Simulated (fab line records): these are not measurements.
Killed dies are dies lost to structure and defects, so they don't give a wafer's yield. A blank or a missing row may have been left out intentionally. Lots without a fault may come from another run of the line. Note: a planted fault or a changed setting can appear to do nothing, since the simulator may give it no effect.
8D (eight disciplines) problem report, filled in by code | flow sfq line | the parts of the form that need people (team, actions taken, sign-off) are left out

1. THE ISSUE
At SFQ_TRILAYER_I6_VIA_LITHO_COAT_174, spin speed rpm averages 2921.4 rpm over 6 wafers from 2 lots, while fault-free wafers read 2999.7 rpm, standard deviation 2. Measured from the usual mean, that is -39 standard deviations.
The step: resist thk 62 nm.
Earliest sighting: wafer L992.2 on litho track-03 at day 72 22:10. At this step, 18 wafers from 6 lots have a number in the record. Rule for "out", or "out of limits": more than 4 standard deviations from the usual mean. The rest of the wafers with a number are treated as sound.

2. WHAT IT IS, AND WHAT IT ISN'T
question                    | is                     | is not
which readings at this step | spin speed rpm         | -
which lots                  | L992, L994             | L103, L104, L991, L993
which wafers of those lots  | all that have a number | -
read on which tools         | litho track-03         | litho track-01
when                        | from day 72 22:10      | up to then (3 sound wafers); but 9 sound wafers of L103, L104, L993 came after

3. WHAT RULES OUT EACH SUSPECT
Counting: a tool at any process step up to the reading remains a suspect when it ran all the lots that are out and ran no sound lot after the first of those.
- rie metal-03 at SFQ_TRILAYER_M6_BARC_OPEN_METAL_ETCH_206 (etches BARC in O2, target depth 125 nm, time 41.7 s): kept. Every lot that is out went through it, starting with L992 (day 72 16:45), and after that it ran no sound lot; the last sound lot it ran before then is L991 (day 72 13:10).
- rie metal-03 at SFQ_TRILAYER_M6_STRIP_STRIP_163 (strips in O2): kept. Every lot that is out went through it, starting with L992 (day 72 16:56), and after that it ran no sound lot; the last sound lot it ran before then is L991 (day 72 13:32).
- film metro-03 at SFQ_TRILAYER_I6_METRO_MEASURE_167: kept. It ran every lot that is out, first L992 (day 72 21:07), and no sound lot after that.
- litho track-03 at SFQ_TRILAYER_I6_VIA_LITHO_COAT_174 (resist thk 62 nm): ruled out as a lasting fault. Sound lots L103, L104 ran on it after its first lot that is out, L992 (day 72 22:10).
Still standing after the count: rie metal-03 at SFQ_TRILAYER_M6_BARC_OPEN_METAL_ETCH_206, rie metal-03 at SFQ_TRILAYER_M6_STRIP_STRIP_163, film metro-03 at SFQ_TRILAYER_I6_METRO_MEASURE_167.

4. THE CAUSE (what the simulator had put in)
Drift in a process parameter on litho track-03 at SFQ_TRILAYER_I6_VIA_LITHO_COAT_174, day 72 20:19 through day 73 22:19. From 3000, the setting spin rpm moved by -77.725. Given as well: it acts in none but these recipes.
Counting ruled it out, wrongly.

5. SEQUENCE OF EFFECTS, ordered by route
Rows list readings where the struck wafers' mean (over those with a number) sits beyond 3 standard deviations from the usual. Only readings for which the record gives a usual standard deviation are gone through. hours: the time from each lot's start at the first step in this table that gives one to its start at this step, as a median over the lots. sigmas: the change in usual standard deviations.
hours | step                               | reading        | usual      | on struck wafers | change | sigmas
0     | SFQ_TRILAYER_I6_VIA_LITHO_COAT_174 | spin speed rpm | 2999.7 rpm | 2921.4           | -78.2  | -39
Process steps it contains:
- SFQ_TRILAYER_I6_VIA_LITHO_COAT_174: resist thk 62 nm.
Later steps that measure or inspect, where all struck wafers having a row at the step show a number for every such reading and not one has moved that far: SFQ_I6_OVL_MEAS_942.

6. HOW IT WOULD HAVE BEEN CAUGHT EARLIER
In this record the first reading out of limits was taken at day 72 22:10, 2 hours after the fault began at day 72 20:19.
